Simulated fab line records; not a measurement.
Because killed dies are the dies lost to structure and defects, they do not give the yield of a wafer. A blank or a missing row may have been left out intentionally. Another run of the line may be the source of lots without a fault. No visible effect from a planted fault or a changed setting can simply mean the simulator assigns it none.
The tool behind it: which one?    flow gf180mcu    Sampling: 12 lots, 36 wafers, 3 of 602 route steps

== WHAT EACH GAUGE READ, for each wafer ==
GF_V4_THK_MEAS_25: measures by xrf.
lot   measured      on             V4_W_THK (nm)
L075  day 24 21:24  film-metro-01  345 349 347
L077  day 26 00:59  film-metro-04  356 356 346
L079  day 26 16:05  film-metro-01  336 343 336
L081  day 27 14:43  film-metro-01  343 347 348
L083  day 27 21:52  film-metro-04  363 352 362
L085  day 28 15:29  film-metro-01  346 344 344
L087  day 28 19:26  film-metro-02  347 348 358
L089  day 29 17:43  film-metro-02  346 347 354
L091  day 30 10:13  film-metro-02  344 351 349
L094  day 31 05:34  film-metro-04  360 352 355
L095  day 31 06:49  film-metro-02  358 354 353
L097  day 32 00:38  film-metro-01  348 353 353

== WHAT TOOL EACH LOT RAN ON (gives the tool, then ch and the chambers of the sampled wafers, and finally the start) ==
lot   GF_SALICIDE_SPUTTER_03        GF_V4_CVD_02
L075  pvd-sputter-02, day 15 12:55  pecvd-01 ch 0,1,2, day 23 21:53
L077  pvd-sputter-02, day 16 14:55  pecvd-01 ch 0,1, day 24 22:55
L079  pvd-sputter-01, day 17 07:10  pecvd-02 ch 1,2, day 25 17:32
L081  pvd-sputter-01, day 18 07:48  pecvd-01 ch 0,1,2, day 26 17:05
L083  pvd-sputter-04, day 18 19:19  pecvd-01 ch 0,2, day 26 23:38
L085  pvd-sputter-04, day 19 10:50  pecvd-01 ch 1,2, day 27 17:32
L087  pvd-sputter-02, day 19 23:34  pecvd-01 ch 0,2, day 27 22:10
L089  pvd-sputter-01, day 21 01:02  pecvd-02 ch 0,1, day 28 20:17
L091  pvd-sputter-02, day 21 17:52  pecvd-04 ch 0,2, day 29 13:38
L094  pvd-sputter-04, day 22 09:46  pecvd-04 ch 1,2, day 30 09:50
L095  pvd-sputter-02, day 22 15:22  pecvd-02 ch 0,1, day 30 10:26
L097  pvd-sputter-02, day 23 15:51  pecvd-04 ch 0,1,2, day 31 05:01
- GF_SALICIDE_SPUTTER_03: material TiN, target thk 20 nm, time 16.7 s.
- GF_V4_CVD_02: deposits SiO2 from TEOS, target thk 850 nm, time 94.851 s.

== THE ANSWER, worked out from the rows above alone ==
Rule: what is usual is taken from the lots themselves. Put in order of their means at a reading, lots are off if they are a third of the lots or fewer, leave a main group of 4 or more, and stand apart from it by a gap of 3 or more times the standard deviation of the main group's means; of several such gaps the widest counts. Not used: any main group whose means are identical at the precision the tables above print for the reading. Also off: a lot with no number at a reading for which 4 or more lots have one. Any other lot the step has rows for is counted as sound.
Nothing can be told from this: no lot is off at any reading shown.

== WHAT THE SIMULATOR HAD INSERTED ==
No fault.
